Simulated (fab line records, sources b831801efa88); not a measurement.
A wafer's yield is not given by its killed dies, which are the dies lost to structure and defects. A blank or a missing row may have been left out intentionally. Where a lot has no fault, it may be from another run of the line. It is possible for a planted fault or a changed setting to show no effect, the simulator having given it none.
fab line records | flow gf180mcu
record lots=24 | wafers=72 | lastDay=34
route steps=602 shown V3@453 M4@471 V4@493 MIM@505 TOP_METAL@571
lots that met no fault: from a run of the same line without faults
startH: start of the lot's first displayed wafer, in hours after the record's first day | waitH: hours from the lot's prior step to this one | " identical to the entry in the row above | L1.1+2: several wafers, shown together as one row | - value missing, or start not given | * or withheld: withheld | < > ~ a bound
route shown NAME@n: names a module that has steps shown in the file, with the first one's number in the route | usual: mean and standard deviation over wafers with no fault | same: alike in all rows | chamber/n: place in a boat | sites: the reading at each site | _std_site: the values' standard deviation | _edge_site: mean of outer sites minus mean of inner sites | radiusMm: how far each site lies from the wafer's centre | mask NAME#n: copy n | behind: the last tool/chamber to shape the wafer | hold: why the lot was held/for how many hours/how that ended | device: whichever transistor did not switch (one of n, p or np) | end of line: at the end of the route, the tests of the same wafers | where a step has no rows: the recipe by itself | killed: the dies lost at the first sort to structure and to defects; this is not the yield of the wafer | map: a wafer's dies, marking killed ones x, the rest . and places with no die _
set.NAME: the setting the step ran with; set.NAME@STEP: the setting that earlier step ran with | model.NAME: the simulator's own value behind a step, which no gauge read
route steps across a sampled set of lots; one table per step, one row per wafer
services: when a tool's chamber went out of use (startH, in hours from the record's first day, below 0 if earlier), for how many hours, and the reason
## steps
# step GF_V3_RS_MEAS_24
# recipe thkMeasGauge=four-point-probe | reads=W_of_V3_CVD_23+TiN_of_V3_SPUTTER_22+Ti_of_V3_SPUTTER_21
# usual V3_W_RS=0.327/0.0039
lot.wafer | tool         | chamber | startH | waitH | V3_W_RS[ohm/sq]
L074.3    | filmMetro-01 | -       | 530.61 | 0.1   | 0.329
L074.4    | "            | -       | "      | "     | 0.328
L074.6    | "            | -       | "      | "     | 0.333
L075.1    | filmMetro-03 | -       | 530.85 | 0.1   | 0.327
L075.2    | "            | -       | "      | "     | 0.328
L075.5    | "            | -       | "      | "     | 0.321
L076.2    | filmMetro-03 | -       | 543.06 | 0.1   | 0.334
L076.5    | "            | -       | "      | "     | 0.332
L076.6    | "            | -       | "      | "     | 0.338
L077.2    | filmMetro-01 | -       | 548.83 | 0.1   | 0.330
L077.3    | "            | -       | "      | "     | 0.328
L077.5    | "            | -       | "      | "     | 0.328
L078.1    | filmMetro-01 | -       | 553.71 | 0.1   | 0.328
L078.4    | "            | -       | "      | "     | 0.335
L078.6    | "            | -       | "      | "     | 0.331
L079.3    | filmMetro-03 | -       | 556.34 | 0.1   | 0.325
L079.4    | "            | -       | "      | "     | 0.323
L079.5    | "            | -       | "      | "     | 0.326
L080.1    | filmMetro-02 | -       | 568.85 | 0.1   | 0.328
L080.5    | "            | -       | "      | "     | 0.329
L080.6    | "            | -       | "      | "     | 0.333
L081.2    | filmMetro-02 | -       | 575.44 | 0.1   | 0.332
L081.3    | "            | -       | "      | "     | 0.330
L081.4    | "            | -       | "      | "     | 0.324
L082.3    | filmMetro-03 | -       | 587.33 | 0.1   | 0.327
L082.4    | "            | -       | "      | "     | 0.325
L082.5    | "            | -       | "      | "     | 0.326
L083.1    | filmMetro-03 | -       | 605.09 | 0.1   | 0.332
L083.2    | "            | -       | "      | "     | 0.336
L083.3    | "            | -       | "      | "     | 0.337
L084.2    | filmMetro-01 | -       | 606.65 | 0.1   | 0.334
L084.3    | "            | -       | "      | "     | 0.332
L084.4    | "            | -       | "      | "     | 0.333
L085.1    | filmMetro-02 | -       | 610.71 | 0.1   | 0.332
L085.4    | "            | -       | "      | "     | 0.330
L085.6    | "            | -       | "      | "     | 0.331
L086.1    | filmMetro-03 | -       | 619.05 | 0.1   | 0.322
L086.3    | "            | -       | "      | "     | 0.326
L086.6    | "            | -       | "      | "     | 0.327
L087.1    | filmMetro-03 | -       | 628.10 | 0.1   | 0.318
L087.5    | "            | -       | "      | "     | 0.326
L087.6    | "            | -       | "      | "     | 0.319
L088.3    | filmMetro-03 | -       | 634.55 | 0.3   | 0.327
L088.4    | "            | -       | "      | "     | 0.330
L088.5    | "            | -       | "      | "     | 0.331
L089.2    | filmMetro-03 | -       | 636.21 | 0.1   | 0.326
L089.4    | "            | -       | "      | "     | 0.320
L089.5    | "            | -       | "      | "     | 0.328
L090.1    | filmMetro-03 | -       | 642.03 | 0.2   | 0.327
L090.2    | "            | -       | "      | "     | 0.324
L090.4    | "            | -       | "      | "     | 0.329
L091.1    | filmMetro-03 | -       | 652.04 | 0.1   | 0.322
L091.2    | "            | -       | "      | "     | 0.322
L091.3    | "            | -       | "      | "     | 0.325
L092.1    | filmMetro-01 | -       | 656.04 | 0.1   | 0.323
L092.2    | "            | -       | "      | "     | 0.327
L092.5    | "            | -       | "      | "     | 0.324
L093.2    | filmMetro-01 | -       | 669.94 | 0.1   | 0.326
L093.3    | "            | -       | "      | "     | 0.332
L093.5    | "            | -       | "      | "     | 0.324
L094.1    | filmMetro-02 | -       | 673.64 | 0.1   | 0.328
L094.2    | "            | -       | "      | "     | 0.328
L094.4    | "            | -       | "      | "     | 0.327
L095.1    | filmMetro-01 | -       | 680.45 | 0.1   | 0.322
L095.2    | "            | -       | "      | "     | 0.327
L095.4    | "            | -       | "      | "     | 0.325
L096.2    | filmMetro-03 | -       | 686.87 | 0.1   | 0.321
L096.3    | "            | -       | "      | "     | 0.324
L096.6    | "            | -       | "      | "     | 0.323
L097.1    | filmMetro-01 | -       | 690.98 | 0.1   | 0.323
L097.2    | "            | -       | "      | "     | 0.330
L097.5    | "            | -       | "      | "     | 0.328
# step GF_M4_OVL_MEAS_15
# usual M4_OVL=-4/4.6
lot.wafer | tool       | chamber | startH | waitH | M4_OVL[nm]
L074.3    | overlay-02 | -       | 553.67 | 0.1   | -7
L074.4    | "          | -       | "      | "     | -3
L074.6    | "          | -       | "      | "     | -5
L075.1    | overlay-02 | -       | 554.00 | 0.1   | -3
L075.2    | "          | -       | "      | "     | -8
L075.5    | "          | -       | "      | "     | -8
L076.2    | overlay-01 | -       | 566.13 | 0.1   | -9
L076.5    | "          | -       | "      | "     | -9
L076.6    | "          | -       | "      | "     | -10
L077.2    | overlay-01 | -       | 571.70 | 0.1   | -9
L077.3    | "          | -       | "      | "     | -12
L077.5    | "          | -       | "      | "     | -9
L078.1    | overlay-01 | -       | 576.28 | 0.1   | -4
L078.4    | "          | -       | "      | "     | 0
L078.6    | "          | -       | "      | "     | -3
L079.3    | overlay-02 | -       | 578.79 | 0.1   | -2
L079.4    | "          | -       | "      | "     | -7
L079.5    | "          | -       | "      | "     | -1
L080.1    | overlay-01 | -       | 591.49 | 0.1   | 0
L080.5    | "          | -       | "      | "     | -2
L080.6    | "          | -       | "      | "     | -7
L081.2    | overlay-02 | -       | 597.28 | 0.1   | -9
L081.3    | "          | -       | "      | "     | -8
L081.4    | "          | -       | "      | "     | -7
L082.3    | overlay-01 | -       | 608.68 | 0.1   | -6
L082.4    | "          | -       | "      | "     | -13
L082.5    | "          | -       | "      | "     | -11
L083.1    | overlay-01 | -       | 626.01 | 0.1   | -2
L083.2    | "          | -       | "      | "     | -1
L083.3    | "          | -       | "      | "     | -8
L084.2    | overlay-02 | -       | 627.70 | 0.1   | 2
L084.3    | "          | -       | "      | "     | -2
L084.4    | "          | -       | "      | "     | -5
L085.1    | overlay-01 | -       | 631.08 | 0.1   | -3
L085.4    | "          | -       | "      | "     | -2
L085.6    | "          | -       | "      | "     | -2
L086.1    | overlay-01 | -       | 639.48 | 0.1   | -10
L086.3    | "          | -       | "      | "     | 2
L086.6    | "          | -       | "      | "     | 5
L087.1    | overlay-02 | -       | 649.21 | 0.1   | -3
L087.5    | "          | -       | "      | "     | 2
L087.6    | "          | -       | "      | "     | -2
L088.3    | overlay-02 | -       | 654.56 | 0.1   | -2
L088.4    | "          | -       | "      | "     | -3
L088.5    | "          | -       | "      | "     | -6
L089.2    | overlay-02 | -       | 657.58 | 0.1   | -1
L089.4    | "          | -       | "      | "     | -2
L089.5    | "          | -       | "      | "     | 4
L090.1    | overlay-02 | -       | 663.09 | 0.1   | -2
L090.2    | "          | -       | "      | "     | -7
L090.4    | "          | -       | "      | "     | -5
L091.1    | overlay-02 | -       | 672.79 | 0.1   | -2
L091.2    | "          | -       | "      | "     | -4
L091.3    | "          | -       | "      | "     | 1
L092.1    | overlay-02 | -       | 676.76 | 0.1   | -7
L092.2    | "          | -       | "      | "     | -8
L092.5    | "          | -       | "      | "     | -4
L093.2    | overlay-02 | -       | 689.21 | 0.1   | -7
L093.3    | "          | -       | "      | "     | -3
L093.5    | "          | -       | "      | "     | 0
L094.1    | overlay-01 | -       | 693.58 | 0.1   | -7
L094.2    | "          | -       | "      | "     | -7
L094.4    | "          | -       | "      | "     | -10
L095.1    | overlay-02 | -       | 700.74 | 0.1   | -3
L095.2    | "          | -       | "      | "     | 0
L095.4    | "          | -       | "      | "     | 0
L096.2    | overlay-02 | -       | 706.40 | 0.1   | 2
L096.3    | "          | -       | "      | "     | -4
L096.6    | "          | -       | "      | "     | -4
L097.1    | overlay-01 | -       | 710.63 | 0.1   | -4
L097.2    | "          | -       | "      | "     | -9
L097.5    | "          | -       | "      | "     | -14
# step GF_V4_ETCH_17
# recipe chemistry=C4F8/O2/Ar | maskMaterial=KrF | target=SiO2 | stopOn=TiN | sourceW=1500 | biasW=1200 | pressureMtorr=40 | c4f8FlowSccm=withheld | O2_flow_sccm=6 | Ar_flow_sccm=300 | timeS=withheld | targetDepthA=6300
# usual oesProductAu=0.856/0.0046
lot.wafer | tool       | chamber | startH | waitH | oesProductAu
L074.3    | rieDiel-01 | 2       | -      | -     | 0.856
L074.4    | "          | 3       | "      | "     | 0.858
L074.6    | "          | 2       | "      | "     | 0.856
L075.1    | rieDiel-03 | 3       | -      | -     | 0.853
L075.2    | "          | 0       | "      | "     | 0.855
L075.5    | "          | 1       | "      | "     | 0.855
L076.2    | rieDiel-02 | 2       | -      | -     | 0.854
L076.5    | "          | 0       | "      | "     | 0.852
L076.6    | "          | 1       | "      | "     | 0.855
L077.2    | rieDiel-03 | 3       | -      | -     | 0.860
L077.3    | "          | 1       | "      | "     | 0.862
L077.5    | "          | 2       | "      | "     | 0.858
L078.1    | rieDiel-02 | 3       | -      | -     | 0.856
L078.4    | "          | 1       | "      | "     | 0.859
L078.6    | "          | 3       | "      | "     | 0.864
L079.3    | rieDiel-01 | 3       | -      | -     | 0.861
L079.4    | "          | 1       | "      | "     | 0.856
L079.5    | "          | 3       | "      | "     | 0.859
L080.1    | rieDiel-02 | 1       | -      | -     | 0.857
L080.5    | "          | 2       | "      | "     | 0.856
L080.6    | "          | 1       | "      | "     | 0.856
L081.2    | rieDiel-02 | 2       | -      | -     | 0.860
L081.3    | "          | 2       | "      | "     | 0.853
L081.4    | "          | 1       | "      | "     | 0.858
L082.3    | rieDiel-03 | 2       | -      | -     | 0.853
L082.4    | "          | 3       | "      | "     | 0.859
L082.5    | "          | 0       | "      | "     | 0.856
L083.1    | rieDiel-03 | 0       | -      | -     | 0.863
L083.2    | "          | 3       | "      | "     | 0.850
L083.3    | "          | 2       | "      | "     | 0.847
L084.2    | rieDiel-02 | 2       | -      | -     | 0.853
L084.3    | "          | 3       | "      | "     | 0.842
L084.4    | "          | 0       | "      | "     | 0.854
L085.1    | rieDiel-01 | 2       | -      | -     | 0.860
L085.4    | "          | 0       | "      | "     | 0.860
L085.6    | "          | 0       | "      | "     | 0.852
L086.1    | rieDiel-01 | 2       | -      | -     | 0.860
L086.3    | "          | 3       | "      | "     | 0.852
L086.6    | "          | 2       | "      | "     | 0.856
L087.1    | rieDiel-01 | 2       | -      | -     | 0.858
L087.5    | "          | 2       | "      | "     | 0.862
L087.6    | "          | 3       | "      | "     | 0.851
L088.3    | rieDiel-01 | 0       | -      | -     | 0.854
L088.4    | "          | 2       | "      | "     | 0.852
L088.5    | "          | 2       | "      | "     | 0.857
L089.2    | rieDiel-03 | 3       | -      | -     | 0.866
L089.4    | "          | 0       | "      | "     | 0.859
L089.5    | "          | 3       | "      | "     | 0.859
L090.1    | rieDiel-03 | 1       | -      | -     | 0.856
L090.2    | "          | 2       | "      | "     | 0.853
L090.4    | "          | 3       | "      | "     | 0.863
L091.1    | rieDiel-01 | 1       | -      | -     | 0.851
L091.2    | "          | 3       | "      | "     | 0.851
L091.3    | "          | 2       | "      | "     | 0.863
L092.1    | rieDiel-02 | 1       | -      | -     | 0.859
L092.2    | "          | 2       | "      | "     | 0.855
L092.5    | "          | 1       | "      | "     | 0.855
L093.2    | rieDiel-03 | 2       | -      | -     | 0.855
L093.3    | "          | 3       | "      | "     | 0.854
L093.5    | "          | 3       | "      | "     | 0.855
L094.1    | rieDiel-01 | 1       | -      | -     | 0.847
L094.2    | "          | 0       | "      | "     | 0.846
L094.4    | "          | 2       | "      | "     | 0.862
L095.1    | rieDiel-03 | 2       | -      | -     | 0.868
L095.2    | "          | 3       | "      | "     | 0.853
L095.4    | "          | 1       | "      | "     | 0.860
L096.2    | rieDiel-02 | 2       | -      | -     | 0.841
L096.3    | "          | 0       | "      | "     | 0.860
L096.6    | "          | 3       | "      | "     | 0.854
L097.1    | rieDiel-03 | 3       | -      | -     | 0.859
L097.2    | "          | 2       | "      | "     | 0.850
L097.5    | "          | 3       | "      | "     | 0.860
# step GF_MIM_SPUTTER_02
# recipe material=AlCu | targetThkNm=450 | powerW=10600 | timeS=23.9 | chamberPressurePa=0.4
# usual throttleValvePct=30.3/0.78
lot.wafer | tool          | chamber | startH | waitH | throttleValvePct
L074.3    | pvdSputter-03 | -       | 578.48 | 0.0   | 30.1
L074.4    | "             | -       | "      | "     | 30.6
L074.6    | "             | -       | "      | "     | 31.7
L075.1    | pvdSputter-03 | -       | 579.13 | 0.0   | 30.7
L075.2    | "             | -       | "      | "     | 32.0
L075.5    | "             | -       | "      | "     | 30.2
L076.2    | pvdSputter-01 | -       | 590.57 | 0.0   | 29.6
L076.5    | "             | -       | "      | "     | 29.5
L076.6    | "             | -       | "      | "     | 29.4
L077.2    | pvdSputter-03 | -       | 596.05 | 0.0   | 30.2
L077.3    | "             | -       | "      | "     | 30.6
L077.5    | "             | -       | "      | "     | 30.5
L078.1    | pvdSputter-01 | -       | 600.28 | 0.0   | 29.4
L078.4    | "             | -       | "      | "     | 29.5
L078.6    | "             | -       | "      | "     | 29.2
L079.3    | pvdSputter-03 | -       | 603.02 | 0.0   | 30.5
L079.4    | "             | -       | "      | "     | 31.8
L079.5    | "             | -       | "      | "     | 30.3
L080.1    | pvdSputter-01 | -       | 616.02 | 0.0   | 29.5
L080.5    | "             | -       | "      | "     | 29.6
L080.6    | "             | -       | "      | "     | 29.4
L081.2    | pvdSputter-03 | -       | 621.36 | 0.0   | 32.0
L081.3    | "             | -       | "      | "     | 30.4
L081.4    | "             | -       | "      | "     | 32.0
L082.3    | pvdSputter-03 | -       | 631.93 | 0.0   | 32.0
L082.4    | "             | -       | "      | "     | 30.1
L082.5    | "             | -       | "      | "     | 30.5
L083.1    | pvdSputter-01 | -       | 648.62 | 0.0   | 29.7
L083.2    | "             | -       | "      | "     | 29.2
L083.3    | "             | -       | "      | "     | 29.6
L084.2    | pvdSputter-01 | -       | 651.69 | 0.0   | 29.3
L084.3    | "             | -       | "      | "     | 29.4
L084.4    | "             | -       | "      | "     | 30.5
L085.1    | pvdSputter-03 | -       | 654.77 | 0.0   | 30.2
L085.4    | "             | -       | "      | "     | 32.1
L085.6    | "             | -       | "      | "     | 30.4
L086.1    | pvdSputter-02 | -       | 662.64 | 0.0   | 30.5
L086.3    | "             | -       | "      | "     | 31.0
L086.6    | "             | -       | "      | "     | 31.1
L087.1    | pvdSputter-03 | -       | 672.45 | 0.0   | 30.6
L087.5    | "             | -       | "      | "     | 30.7
L087.6    | "             | -       | "      | "     | 30.3
L088.3    | pvdSputter-02 | -       | 678.16 | 0.0   | 29.2
L088.4    | "             | -       | "      | "     | 30.7
L088.5    | "             | -       | "      | "     | 30.4
L089.2    | pvdSputter-03 | -       | 680.20 | 0.0   | 30.0
L089.4    | "             | -       | "      | "     | 30.6
L089.5    | "             | -       | "      | "     | 30.8
L090.1    | pvdSputter-01 | -       | 686.08 | 0.0   | 30.1
L090.2    | "             | -       | "      | "     | 29.4
L090.4    | "             | -       | "      | "     | 29.3
L091.1    | pvdSputter-01 | -       | 695.28 | 0.0   | 29.7
L091.2    | "             | -       | "      | "     | 29.8
L091.3    | "             | -       | "      | "     | 29.5
L092.1    | pvdSputter-02 | -       | 698.83 | 0.0   | 30.8
L092.2    | "             | -       | "      | "     | 30.3
L092.5    | "             | -       | "      | "     | 30.2
L093.2    | pvdSputter-02 | -       | 711.54 | 0.0   | 30.1
L093.3    | "             | -       | "      | "     | 29.4
L093.5    | "             | -       | "      | "     | 29.2
L094.1    | pvdSputter-02 | -       | 714.35 | 0.0   | 31.0
L094.2    | "             | -       | "      | "     | 30.9
L094.4    | "             | -       | "      | "     | 29.4
L095.1    | pvdSputter-02 | -       | 721.71 | 0.0   | 30.1
L095.2    | "             | -       | "      | "     | 29.5
L095.4    | "             | -       | "      | "     | 31.1
L096.2    | pvdSputter-03 | -       | 727.32 | 0.0   | 32.0
L096.3    | "             | -       | "      | "     | 30.3
L096.6    | "             | -       | "      | "     | 30.1
L097.1    | pvdSputter-02 | -       | 730.78 | 0.0   | 31.2
L097.2    | "             | -       | "      | "     | 30.9
L097.5    | "             | -       | "      | "     | 29.7
# step GF_MIM_SPUTTER_08
# recipe material=AlCu | targetThkNm=200 | powerW=10600 | timeS=10.6 | chamberPressurePa=0.4
# usual throttleValvePct=30.3/0.79
lot.wafer | tool          | chamber | startH | waitH | throttleValvePct
L074.3    | pvdSputter-02 | -       | 578.71 | 0.0   | 31.3
L074.4    | "             | -       | "      | "     | 31.1
L074.6    | "             | -       | "      | "     | 31.0
L075.1    | pvdSputter-02 | -       | 579.36 | 0.0   | 29.4
L075.2    | "             | -       | "      | "     | 30.4
L075.5    | "             | -       | "      | "     | 31.0
L076.2    | pvdSputter-03 | -       | 590.80 | 0.0   | 30.7
L076.5    | "             | -       | "      | "     | 31.9
L076.6    | "             | -       | "      | "     | 30.5
L077.2    | pvdSputter-01 | -       | 596.28 | 0.0   | 29.5
L077.3    | "             | -       | "      | "     | 29.5
L077.5    | "             | -       | "      | "     | 29.5
L078.1    | pvdSputter-03 | -       | 600.51 | 0.0   | 30.4
L078.4    | "             | -       | "      | "     | 30.6
L078.6    | "             | -       | "      | "     | 30.5
L079.3    | pvdSputter-01 | -       | 603.25 | 0.0   | 29.5
L079.4    | "             | -       | "      | "     | 29.4
L079.5    | "             | -       | "      | "     | 30.2
L080.1    | pvdSputter-01 | -       | 616.25 | 0.0   | 29.9
L080.5    | "             | -       | "      | "     | 30.0
L080.6    | "             | -       | "      | "     | 29.7
L081.2    | pvdSputter-01 | -       | 621.59 | 0.0   | 29.5
L081.3    | "             | -       | "      | "     | 30.0
L081.4    | "             | -       | "      | "     | 29.7
L082.3    | pvdSputter-02 | -       | 632.16 | 0.0   | 31.0
L082.4    | "             | -       | "      | "     | 30.3
L082.5    | "             | -       | "      | "     | 29.7
L083.1    | pvdSputter-03 | -       | 648.84 | 0.0   | 30.5
L083.2    | "             | -       | "      | "     | 32.0
L083.3    | "             | -       | "      | "     | 30.2
L084.2    | pvdSputter-02 | -       | 651.92 | 0.0   | 29.3
L084.3    | "             | -       | "      | "     | 31.1
L084.4    | "             | -       | "      | "     | 31.0
L085.1    | pvdSputter-02 | -       | 654.99 | 0.0   | 29.6
L085.4    | "             | -       | "      | "     | 30.5
L085.6    | "             | -       | "      | "     | 31.0
L086.1    | pvdSputter-01 | -       | 662.87 | 0.0   | 29.5
L086.3    | "             | -       | "      | "     | 29.3
L086.6    | "             | -       | "      | "     | 29.4
L087.1    | pvdSputter-02 | -       | 672.67 | 0.0   | 30.9
L087.5    | "             | -       | "      | "     | 29.3
L087.6    | "             | -       | "      | "     | 31.1
L088.3    | pvdSputter-03 | -       | 678.39 | 0.0   | 30.4
L088.4    | "             | -       | "      | "     | 30.1
L088.5    | "             | -       | "      | "     | 30.5
L089.2    | pvdSputter-01 | -       | 680.43 | 0.0   | 29.2
L089.4    | "             | -       | "      | "     | 29.7
L089.5    | "             | -       | "      | "     | 30.1
L090.1    | pvdSputter-02 | -       | 686.31 | 0.0   | 30.4
L090.2    | "             | -       | "      | "     | 29.5
L090.4    | "             | -       | "      | "     | 31.1
L091.1    | pvdSputter-03 | -       | 695.50 | 0.0   | 32.4
L091.2    | "             | -       | "      | "     | 30.4
L091.3    | "             | -       | "      | "     | 30.2
L092.1    | pvdSputter-03 | -       | 699.06 | 0.0   | 32.2
L092.2    | "             | -       | "      | "     | 30.6
L092.5    | "             | -       | "      | "     | 30.4
L093.2    | pvdSputter-03 | -       | 711.77 | 0.0   | 30.7
L093.3    | "             | -       | "      | "     | 30.2
L093.5    | "             | -       | "      | "     | 30.6
L094.1    | pvdSputter-01 | -       | 714.58 | 0.0   | 29.7
L094.2    | "             | -       | "      | "     | 29.5
L094.4    | "             | -       | "      | "     | 29.4
L095.1    | pvdSputter-03 | -       | 721.94 | 0.0   | 30.5
L095.2    | "             | -       | "      | "     | 30.5
L095.4    | "             | -       | "      | "     | 32.3
L096.2    | pvdSputter-02 | -       | 727.55 | 0.0   | 31.4
L096.3    | "             | -       | "      | "     | 29.5
L096.6    | "             | -       | "      | "     | 30.9
L097.1    | pvdSputter-01 | -       | 731.01 | 0.0   | 29.3
L097.2    | "             | -       | "      | "     | 29.2
L097.5    | "             | -       | "      | "     | 29.8
# step GF_TOP_METAL_SPUTTER_04
# recipe material=TiN | targetThkNm=25 | powerW=6500 | timeS=20.8 | chamberPressurePa=0.4
# usual throttleValvePct=30.5/0.82
lot.wafer | tool          | chamber | startH | waitH | throttleValvePct
L074.3    | pvdSputter-03 | -       | 644.12 | 0.0   | 30.5
L074.4    | "             | -       | "      | "     | 30.3
L074.6    | "             | -       | "      | "     | 30.7
L075.1    | pvdSputter-04 | -       | 645.00 | 0.0   | 31.0
L075.2    | "             | -       | "      | "     | 31.2
L075.5    | "             | -       | "      | "     | 31.1
L076.2    | pvdSputter-01 | -       | 655.91 | 0.0   | 29.5
L076.5    | "             | -       | "      | "     | 30.1
L076.6    | "             | -       | "      | "     | 29.6
L077.2    | pvdSputter-03 | -       | 660.87 | 0.0   | 30.6
L077.3    | "             | -       | "      | "     | 32.0
L077.5    | "             | -       | "      | "     | 30.5
L078.1    | pvdSputter-01 | -       | 665.47 | 0.0   | 29.4
L078.4    | "             | -       | "      | "     | 29.5
L078.6    | "             | -       | "      | "     | 29.3
L079.3    | pvdSputter-01 | -       | 667.87 | 0.0   | 29.5
L079.4    | "             | -       | "      | "     | 29.3
L079.5    | "             | -       | "      | "     | 29.6
L080.1    | pvdSputter-01 | -       | 679.55 | 0.0   | 29.7
L080.5    | "             | -       | "      | "     | 29.5
L080.6    | "             | -       | "      | "     | 29.7
L081.2    | pvdSputter-03 | -       | 685.77 | 0.0   | 30.5
L081.3    | "             | -       | "      | "     | 32.1
L081.4    | "             | -       | "      | "     | 30.6
L082.3    | pvdSputter-04 | -       | 695.91 | 0.0   | 30.8
L082.4    | "             | -       | "      | "     | 31.3
L082.5    | "             | -       | "      | "     | 30.9
L083.1    | pvdSputter-04 | -       | 709.43 | 0.0   | 31.3
L083.2    | "             | -       | "      | "     | 31.4
L083.3    | "             | -       | "      | "     | 30.8
L084.2    | pvdSputter-01 | -       | 713.38 | 0.0   | 29.3
L084.3    | "             | -       | "      | "     | 30.3
L084.4    | "             | -       | "      | "     | 29.5
L085.1    | pvdSputter-03 | -       | 716.81 | 0.0   | 30.4
L085.4    | "             | -       | "      | "     | 30.4
L085.6    | "             | -       | "      | "     | 32.1
L086.1    | pvdSputter-03 | -       | 723.03 | 0.0   | 30.1
L086.3    | "             | -       | "      | "     | 30.4
L086.6    | "             | -       | "      | "     | 32.0
L087.1    | pvdSputter-01 | -       | 732.91 | 0.0   | 29.5
L087.5    | "             | -       | "      | "     | 30.3
L087.6    | "             | -       | "      | "     | 29.3
L088.3    | pvdSputter-03 | -       | 736.43 | 0.0   | 30.4
L088.4    | "             | -       | "      | "     | 32.0
L088.5    | "             | -       | "      | "     | 30.2
L089.2    | pvdSputter-04 | -       | 738.43 | 0.0   | 30.7
L089.4    | "             | -       | "      | "     | 31.2
L089.5    | "             | -       | "      | "     | 30.8
L090.1    | pvdSputter-04 | -       | 744.85 | 0.0   | 30.5
L090.2    | "             | -       | "      | "     | 31.5
L090.4    | "             | -       | "      | "     | 31.0
L091.1    | pvdSputter-04 | -       | 752.93 | 0.0   | 30.8
L091.2    | "             | -       | "      | "     | 31.2
L091.3    | "             | -       | "      | "     | 31.3
L092.1    | pvdSputter-01 | -       | 756.23 | 0.0   | 29.4
L092.2    | "             | -       | "      | "     | 29.4
L092.5    | "             | -       | "      | "     | 29.6
L093.2    | pvdSputter-03 | -       | 766.45 | 0.0   | 30.8
L093.3    | "             | -       | "      | "     | 32.0
L093.5    | "             | -       | "      | "     | 32.0
L094.1    | pvdSputter-01 | -       | 769.44 | 0.0   | 29.5
L094.2    | "             | -       | "      | "     | 30.1
L094.4    | "             | -       | "      | "     | 29.6
L095.1    | pvdSputter-01 | -       | 776.24 | 0.0   | 29.5
L095.2    | "             | -       | "      | "     | 29.5
L095.4    | "             | -       | "      | "     | 30.4
L096.2    | pvdSputter-04 | -       | 781.38 | 0.0   | 31.5
L096.3    | "             | -       | "      | "     | 31.3
L096.6    | "             | -       | "      | "     | 30.8
L097.1    | pvdSputter-04 | -       | 784.07 | 0.0   | 30.8
L097.2    | "             | -       | "      | "     | 30.6
L097.5    | "             | -       | "      | "     | 30.7
## services
tool          | chamber | startH | hours | kind
pvdSputter-02 | -       | 586.00 | 38.3  | repair
pvdSputter-03 | 3       | 608.24 | -     | consumableReplace:kit
pvdSputter-03 | 3       | 608.24 | 18.0  | scheduledDown
pvdSputter-03 | 3       | 608.24 | 18.0  | ventCycle
rieDiel-02    | 0       | 609.95 | 13.5  | repair
rieDiel-03    | -       | 613.53 | 2.8   | pm
rieDiel-03    | 2       | 638.54 | 7.6   | repair
pvdSputter-02 | -       | 643.78 | 4.5   | repair
rieDiel-03    | 1       | 646.99 | 6.2   | repair
pvdSputter-03 | -       | 647.45 | 1.2   | repair
rieDiel-02    | -       | 652.42 | 28.1  | pm
rieDiel-03    | 2       | 674.48 | 1.7   | repair
rieDiel-03    | 1       | 674.76 | 4.3   | repair
pvdSputter-04 | -       | 675.67 | 5.4   | repair
rieDiel-01    | -       | 677.19 | 2.8   | pm
rieDiel-01    | -       | 687.15 | 4.3   | pm
pvdSputter-04 | -       | 690.43 | 2.2   | repair
pvdSputter-03 | 2       | 723.06 | -     | consumableReplace:kit
pvdSputter-03 | 2       | 723.06 | 18.0  | scheduledDown
pvdSputter-03 | 2       | 723.06 | 18.0  | ventCycle
pvdSputter-03 | -       | 730.99 | 3.0   | repair
rieDiel-03    | 3       | 733.15 | 2.9   | repair
rieDiel-01    | 2       | 738.45 | 2.7   | repair
rieDiel-03    | 3       | 777.54 | 1.7   | repair
## key
fault none
